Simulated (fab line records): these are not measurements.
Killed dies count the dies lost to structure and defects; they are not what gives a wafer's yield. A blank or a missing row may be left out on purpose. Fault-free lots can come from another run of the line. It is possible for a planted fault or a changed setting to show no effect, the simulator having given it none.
Which of the tools did it? :: flow sky130 :: 6 lots with 18 wafers sampled at 2 steps, on a route of 708 steps

WHAT THE GAUGES SHOWED, per wafer
SKY_SONOS_ONO_THK_MEAS_05.
lot: L591
measured: day 14 06:07
on: film_metro-01
SONOS_ONO_CVD_04_THK (nm): 5.76 5.77 5.85

lot: L593
measured: day 14 14:07
on: film_metro-01
SONOS_ONO_CVD_04_THK (nm): 5.63 5.71 5.65

lot: L595
measured: day 15 09:37
on: film_metro-02
SONOS_ONO_CVD_04_THK (nm): 6.69 6.63 6.86 6.70 6.66 6.86

lot: L597
measured: day 16 04:10
on: film_metro-03
SONOS_ONO_CVD_04_THK (nm): 6.71 6.78 6.70 6.72 6.71 6.75

lot: L605
measured: day 18 15:52
on: film_metro-03
SONOS_ONO_CVD_04_THK (nm): 5.77 5.76 5.83

lot: L607
measured: day 19 08:23
on: film_metro-01
SONOS_ONO_CVD_04_THK (nm): 5.64 5.94 5.87

TOOL THAT RAN EACH LOT (tool first, then ch and the chambers of the sampled wafers, then the start)
lot: L591
SKY_SONOS_ONO_CVD_04: lpcvd-03 ch 0, day 14 04:51

lot: L593
SKY_SONOS_ONO_CVD_04: lpcvd-03 ch 0, day 14 12:52

lot: L595
SKY_SONOS_ONO_CVD_04: lpcvd-03 ch 0, day 15 08:21

lot: L597
SKY_SONOS_ONO_CVD_04: lpcvd-03 ch 0, day 16 02:55

lot: L605
SKY_SONOS_ONO_CVD_04: lpcvd-03 ch 1, day 18 14:36

lot: L607
SKY_SONOS_ONO_CVD_04: lpcvd-03 ch 0, day 19 06:29
- SKY_SONOS_ONO_CVD_04: deposits SiO2 from SiH4/N2O, target thk 5.7199 nm.

THE ANSWER, worked out from the rows above alone
Rule: the lots themselves supply what counts as usual. Put in order of their means at a reading, lots are off if they are a third of the lots or fewer, leave a main group of 4 or more, and stand apart from it by a gap of 3 or more times the standard deviation of the main group's means; of several such gaps the widest counts. If all means in a main group match to the digits the tables above print for the reading, that group is not used. A lot without any number at a reading at which 4 lots or more have one is off too. The other lots that the step has rows for count as sound.
Off: L595, L597, at SKY_SONOS_ONO_THK_MEAS_05 (SONOS_ONO_CVD_04_THK). The main group: mean 5.76 nm, standard deviation 0.06.
If a tool, at a process step before that reading, ran all the lots that are off and no sound lot after the first of them, it fits. The gauges at SKY_SONOS_ONO_THK_MEAS_05 are tried like those tools. Of those tried, none fits.

WHAT WAS PUT IN BY THE SIMULATOR
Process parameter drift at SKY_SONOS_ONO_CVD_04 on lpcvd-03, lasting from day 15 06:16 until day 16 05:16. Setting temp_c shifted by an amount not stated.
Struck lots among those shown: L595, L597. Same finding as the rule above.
